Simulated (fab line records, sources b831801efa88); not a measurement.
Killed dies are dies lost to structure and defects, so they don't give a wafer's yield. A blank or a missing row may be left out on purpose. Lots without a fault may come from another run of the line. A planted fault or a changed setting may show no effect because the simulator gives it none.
Which tool did it? | flow gf180mcu | 24 lots, 72 wafers sampled, at 6 steps of a route of 602

WHAT THE GAUGES READ, wafer by wafer
GF_V4_RS_MEAS_24: measures by four-point-probe.
lot  | measured     | on            | V4_W_RS (ohm/sq)
L074 | day 24 09:20 | film_metro-01 | 0.329 0.326 0.322
L075 | day 24 17:19 | film_metro-04 | 0.324 0.328 0.330
L076 | day 24 23:35 | film_metro-04 | 0.329 0.325 0.331
L077 | day 25 12:22 | film_metro-04 | 0.328 0.330 0.319
L078 | day 25 17:34 | film_metro-04 | 0.326 0.323 0.330
L079 | day 26 05:26 | film_metro-01 | 0.328 0.325 0.330
L080 | day 26 16:17 | film_metro-03 | 0.326 0.321 0.327
L081 | day 26 23:23 | film_metro-03 | 0.320 0.325 0.322
L082 | day 27 02:34 | film_metro-01 | 0.324 0.331 0.330
L083 | day 27 14:11 | film_metro-01 | 0.333 0.328 0.332
L084 | day 27 19:23 | film_metro-03 | 0.324 0.328 0.322
L085 | day 27 20:40 | film_metro-04 | 0.328 0.330 0.326
L086 | day 28 09:00 | film_metro-04 | 0.331 0.322 0.329
L087 | day 28 16:02 | film_metro-01 | 0.324 0.332 0.333
L088 | day 29 07:40 | film_metro-03 | 0.336 0.326 0.320
L089 | day 29 09:28 | film_metro-03 | 0.325 0.326 0.331
L090 | day 29 10:32 | film_metro-04 | 0.319 0.325 0.319
L091 | day 30 03:42 | film_metro-01 | 0.323 0.321 0.333
L092 | day 30 10:07 | film_metro-03 | 0.325 0.330 0.327
L093 | day 30 20:59 | film_metro-01 | 0.320 0.333 0.317
L094 | day 30 22:26 | film_metro-01 | 0.319 0.330 0.317
L095 | day 31 01:58 | film_metro-03 | 0.320 0.320 0.331
L096 | day 31 11:28 | film_metro-01 | 0.331 0.320 0.322
L097 | day 31 13:36 | film_metro-01 | 0.323 0.329 0.326

GF_MIM_THK_MEAS_06.
lot  | measured     | on            | MIM_CVD_05_THK (nm)
L074 | day 24 10:04 | film_metro-03 | 41.7 42.1 42.4
L075 | day 24 18:02 | film_metro-01 | 41.4 42.1 42.5
L076 | day 25 00:20 | film_metro-03 | 41.0 41.1 42.5
L077 | day 25 13:05 | film_metro-03 | 42.6 42.2 42.6
L078 | day 25 18:17 | film_metro-01 | 41.9 41.6 42.5
L079 | day 26 06:08 | film_metro-03 | 42.2 42.5 42.2
L080 | day 26 17:01 | film_metro-03 | 42.3 42.9 41.8
L081 | day 27 00:07 | film_metro-01 | 41.0 40.1 41.1
L082 | day 27 03:19 | film_metro-01 | 40.7 41.8 41.8
L083 | day 27 14:56 | film_metro-03 | 41.4 41.2 41.6
L084 | day 27 20:08 | film_metro-02 | 40.3 41.0 42.9
L085 | day 27 21:22 | film_metro-03 | 42.4 42.0 41.8
L086 | day 28 09:47 | film_metro-01 | 41.6 42.3 42.3
L087 | day 28 16:46 | film_metro-03 | 41.7 42.1 41.6
L088 | day 29 08:25 | film_metro-01 | 41.5 42.2 42.9
L089 | day 29 10:13 | film_metro-02 | 41.3 41.7 41.4
L090 | day 29 11:16 | film_metro-01 | 41.0 41.4 41.9
L091 | day 30 04:26 | film_metro-03 | 42.2 42.4 42.1
L092 | day 30 10:51 | film_metro-02 | 40.8 40.5 41.7
L093 | day 30 21:44 | film_metro-01 | 41.6 42.6 41.9
L094 | day 30 23:10 | film_metro-03 | 42.0 41.7 42.5
L095 | day 31 02:53 | film_metro-01 | 40.9 41.6 42.3
L096 | day 31 12:12 | film_metro-01 | 41.3 41.2 42.0
L097 | day 31 14:19 | film_metro-01 | 41.8 41.6 42.3

WHICH TOOL RAN EACH LOT (tool, then ch and the chambers of the sampled wafers, then the start)
lot  | GF_V3_SPUTTER_22             | GF_V4_SPUTTER_21             | GF_V4_CMP_26                  | GF_MIM_SPUTTER_04
L074 | pvd_sputter-01, day 22 09:23 | pvd_sputter-03, day 24 09:08 | cmp-02 ch 0,1,2, day 24 09:34 | pvd_sputter-01, day 24 10:00
L075 | pvd_sputter-02, day 22 16:23 | pvd_sputter-04, day 24 17:05 | cmp-01 ch 1,2, day 24 17:29   | pvd_sputter-03, day 24 17:58
L076 | pvd_sputter-04, day 22 23:08 | pvd_sputter-04, day 24 23:23 | cmp-02 ch 0,2,3, day 24 23:49 | pvd_sputter-03, day 25 00:15
L077 | pvd_sputter-01, day 23 13:47 | pvd_sputter-01, day 25 12:08 | cmp-02 ch 0,1,3, day 25 12:38 | pvd_sputter-03, day 25 13:01
L078 | pvd_sputter-01, day 23 17:47 | pvd_sputter-04, day 25 17:20 | cmp-02 ch 0,1,2, day 25 17:46 | pvd_sputter-03, day 25 18:12
L079 | pvd_sputter-02, day 24 07:14 | pvd_sputter-03, day 26 05:11 | cmp-01 ch 0,2, day 26 05:34   | pvd_sputter-02, day 26 06:03
L080 | pvd_sputter-02, day 24 18:16 | pvd_sputter-04, day 26 16:05 | cmp-01 ch 0,1, day 26 16:31   | pvd_sputter-03, day 26 16:57
L081 | pvd_sputter-02, day 25 01:29 | pvd_sputter-04, day 26 23:10 | cmp-01 ch 2,3, day 26 23:34   | pvd_sputter-03, day 27 00:02
L082 | pvd_sputter-01, day 25 06:11 | pvd_sputter-04, day 27 02:20 | cmp-01 ch 0,1,2, day 27 02:47 | pvd_sputter-02, day 27 03:13
L083 | pvd_sputter-01, day 25 17:44 | pvd_sputter-01, day 27 13:58 | cmp-01 ch 0,2,3, day 27 14:23 | pvd_sputter-02, day 27 14:52
L084 | pvd_sputter-04, day 25 22:43 | pvd_sputter-01, day 27 19:11 | cmp-01 ch 1,2,3, day 27 19:40 | pvd_sputter-02, day 27 20:03
L085 | pvd_sputter-04, day 26 00:36 | pvd_sputter-04, day 27 20:23 | cmp-01 ch 0,1, day 27 20:50   | pvd_sputter-02, day 27 21:16
L086 | pvd_sputter-04, day 26 14:53 | pvd_sputter-04, day 28 08:47 | cmp-01 ch 0,1,2, day 28 09:11 | pvd_sputter-03, day 28 09:41
L087 | pvd_sputter-04, day 26 21:36 | pvd_sputter-01, day 28 15:50 | cmp-01 ch 1,3, day 28 16:16   | pvd_sputter-01, day 28 16:42
L088 | pvd_sputter-02, day 27 13:32 | pvd_sputter-01, day 29 07:26 | cmp-01 ch 0,1, day 29 07:53   | pvd_sputter-03, day 29 08:20
L089 | pvd_sputter-01, day 27 15:33 | pvd_sputter-01, day 29 09:14 | cmp-02 ch 1,2,3, day 29 09:37 | pvd_sputter-03, day 29 10:07
L090 | pvd_sputter-02, day 27 15:47 | pvd_sputter-01, day 29 10:20 | cmp-02 ch 0,2,3, day 29 10:49 | pvd_sputter-01, day 29 11:12
L091 | pvd_sputter-02, day 28 10:33 | pvd_sputter-01, day 30 03:29 | cmp-01 ch 0,1,2, day 30 03:59 | pvd_sputter-01, day 30 04:22
L092 | pvd_sputter-02, day 28 16:32 | pvd_sputter-03, day 30 09:55 | cmp-02 ch 0,3, day 30 10:18   | pvd_sputter-02, day 30 10:47
L093 | pvd_sputter-02, day 29 04:50 | pvd_sputter-01, day 30 20:47 | cmp-01 ch 0,2, day 30 21:10   | pvd_sputter-02, day 30 21:39
L094 | pvd_sputter-01, day 29 06:08 | pvd_sputter-04, day 30 22:14 | cmp-01 ch 1,2,3, day 30 22:37 | pvd_sputter-02, day 30 23:06
L095 | pvd_sputter-02, day 29 10:28 | pvd_sputter-03, day 31 01:45 | cmp-02 ch 0,1,2, day 31 02:17 | pvd_sputter-01, day 31 02:47
L096 | pvd_sputter-02, day 29 20:14 | pvd_sputter-04, day 31 11:15 | cmp-02 ch 0,2,3, day 31 11:41 | pvd_sputter-01, day 31 12:07
L097 | pvd_sputter-01, day 29 22:04 | pvd_sputter-04, day 31 13:22 | cmp-01 ch 0,2,3, day 31 13:55 | pvd_sputter-02, day 31 14:14
- GF_V3_SPUTTER_22: material TiN, target thk 10 nm, time 40 s.
- GF_V4_SPUTTER_21: material Ti, target thk 15 nm, time 80.02 s.
- GF_V4_CMP_26: polishes, stops on SiO2, t overpolish 15 s, target thk 0 nm.
- GF_MIM_SPUTTER_04: material TiN, target thk 50 nm, time 41.7 s.

WHAT THE TOOLS THEMSELVES READ (means of the sampled wafers that have a number; where no wafer has one, the mark that the record gives instead)
GF_V3_SPUTTER_22.
lot  | tool           | throttle_valve_pct (%)
L074 | pvd_sputter-01 | 29.9
L075 | pvd_sputter-02 | 30.5
L076 | pvd_sputter-04 | 30.4
L077 | pvd_sputter-01 | 30.0
L078 | pvd_sputter-01 | 30.1
L079 | pvd_sputter-02 | 30.8
L080 | pvd_sputter-02 | 30.4
L081 | pvd_sputter-02 | 30.8
L082 | pvd_sputter-01 | 30.7
L083 | pvd_sputter-01 | 30.2
L084 | pvd_sputter-04 | 29.9
L085 | pvd_sputter-04 | 30.1
L086 | pvd_sputter-04 | 30.1
L087 | pvd_sputter-04 | 29.7
L088 | pvd_sputter-02 | 30.8
L089 | pvd_sputter-01 | 29.8
L090 | pvd_sputter-02 | 30.5
L091 | pvd_sputter-02 | 30.3
L092 | pvd_sputter-02 | 30.8
L093 | pvd_sputter-02 | 30.4
L094 | pvd_sputter-01 | 29.6
L095 | pvd_sputter-02 | 30.8
L096 | pvd_sputter-02 | 30.5
L097 | pvd_sputter-01 | 29.7

GF_V4_SPUTTER_21.
lot  | tool           | throttle_valve_pct (%)
L074 | pvd_sputter-03 | 29.1
L075 | pvd_sputter-04 | 29.8
L076 | pvd_sputter-04 | 30.3
L077 | pvd_sputter-01 | 30.3
L078 | pvd_sputter-04 | 30.2
L079 | pvd_sputter-03 | 30.5
L080 | pvd_sputter-04 | 30.0
L081 | pvd_sputter-04 | 30.3
L082 | pvd_sputter-04 | 29.8
L083 | pvd_sputter-01 | 29.6
L084 | pvd_sputter-01 | 30.0
L085 | pvd_sputter-04 | 29.6
L086 | pvd_sputter-04 | 30.1
L087 | pvd_sputter-01 | 29.9
L088 | pvd_sputter-01 | 29.9
L089 | pvd_sputter-01 | 30.7
L090 | pvd_sputter-01 | 29.6
L091 | pvd_sputter-01 | 29.6
L092 | pvd_sputter-03 | 29.1
L093 | pvd_sputter-01 | 29.5
L094 | pvd_sputter-04 | 30.2
L095 | pvd_sputter-03 | 28.7
L096 | pvd_sputter-04 | 29.7
L097 | pvd_sputter-04 | 30.1

GF_V4_CMP_26.
lot  | tool   | motor_current_A (A) | overpolish_run_s (s) | platen_rpm (rpm) | time_to_endpoint_s (s)
L074 | cmp-02 | 10.6                | 15.010               | 60.02            | 77
L075 | cmp-01 | 10.5                | 15.003               | 60.02            | 87
L076 | cmp-02 | 11.1                | 14.999               | 60.06            | 81
L077 | cmp-02 | 10.5                | 14.994               | 59.99            | 83
L078 | cmp-02 | 10.3                | 15.005               | 60.00            | 82
L079 | cmp-01 | 10.2                | 14.999               | 59.99            | 83
L080 | cmp-01 | 10.1                | 14.995               | 60.01            | 85
L081 | cmp-01 | 10.1                | 14.995               | 59.96            | 84
L082 | cmp-01 | 10.1                | 15.000               | 60.00            | 81
L083 | cmp-01 | 10.1                | 14.997               | 59.99            | 82
L084 | cmp-01 | 10.2                | 15.005               | 59.99            | 83
L085 | cmp-01 | 10.3                | 15.010               | 59.98            | 82
L086 | cmp-01 | 10.1                | 14.989               | 59.97            | 81
L087 | cmp-01 | 10.0                | 14.994               | 59.97            | 81
L088 | cmp-01 | 10.2                | 15.003               | 60.02            | 82
L089 | cmp-02 | 10.9                | 14.995               | 60.00            | 83
L090 | cmp-02 | 10.2                | 14.996               | 60.04            | 81
L091 | cmp-01 | 10.5                | 14.998               | 59.95            | 89
L092 | cmp-02 | 10.2                | 15.000               | 60.01            | 86
L093 | cmp-01 | 10.0                | 15.004               | 60.03            | 86
L094 | cmp-01 | 10.2                | 14.999               | 59.96            | 87
L095 | cmp-02 | 10.7                | 14.997               | 59.98            | 84
L096 | cmp-02 | 10.8                | 15.001               | 60.01            | 83
L097 | cmp-01 | 10.2                | 14.998               | 59.99            | 83

GF_MIM_SPUTTER_04.
lot  | tool           | throttle_valve_pct (%)
L074 | pvd_sputter-01 | 29.7
L075 | pvd_sputter-03 | 31.4
L076 | pvd_sputter-03 | 28.7
L077 | pvd_sputter-03 | 29.1
L078 | pvd_sputter-03 | 29.0
L079 | pvd_sputter-02 | 30.3
L080 | pvd_sputter-03 | 29.0
L081 | pvd_sputter-03 | 29.1
L082 | pvd_sputter-02 | 30.5
L083 | pvd_sputter-02 | 30.5
L084 | pvd_sputter-02 | 30.8
L085 | pvd_sputter-02 | 31.0
L086 | pvd_sputter-03 | 29.3
L087 | pvd_sputter-01 | 29.6
L088 | pvd_sputter-03 | 28.6
L089 | pvd_sputter-03 | 29.0
L090 | pvd_sputter-01 | 29.8
L091 | pvd_sputter-01 | 30.8
L092 | pvd_sputter-02 | 30.3
L093 | pvd_sputter-02 | 30.3
L094 | pvd_sputter-02 | 30.9
L095 | pvd_sputter-01 | 30.6
L096 | pvd_sputter-01 | 29.9
L097 | pvd_sputter-02 | 30.7

THE ANSWER, worked out from the rows above alone
Rule: what is usual is taken from the lots themselves. Put in order of their means at a reading, lots are off if they are a third of the lots or fewer, leave a main group of 4 or more, and stand apart from it by a gap of 3 or more times the standard deviation of the main group's means; of several such gaps the widest counts. A main group whose means are all the same, to the digits that the tables above print for the reading, isn't used. A lot without any number at a reading at which 4 lots or more have one is off too. The other lots that the step has rows for count as sound. The gauges are gone through in route order, then the tools' own readings, and for those a lot's mean is taken as printed above. The first step at which some lot is off is used, and at that step the reading that is off furthest; a lot without a number counts as furthest.
No lot is off at any reading shown: from this, nothing can be told.

WHAT THE SIMULATOR HAD PUT IN
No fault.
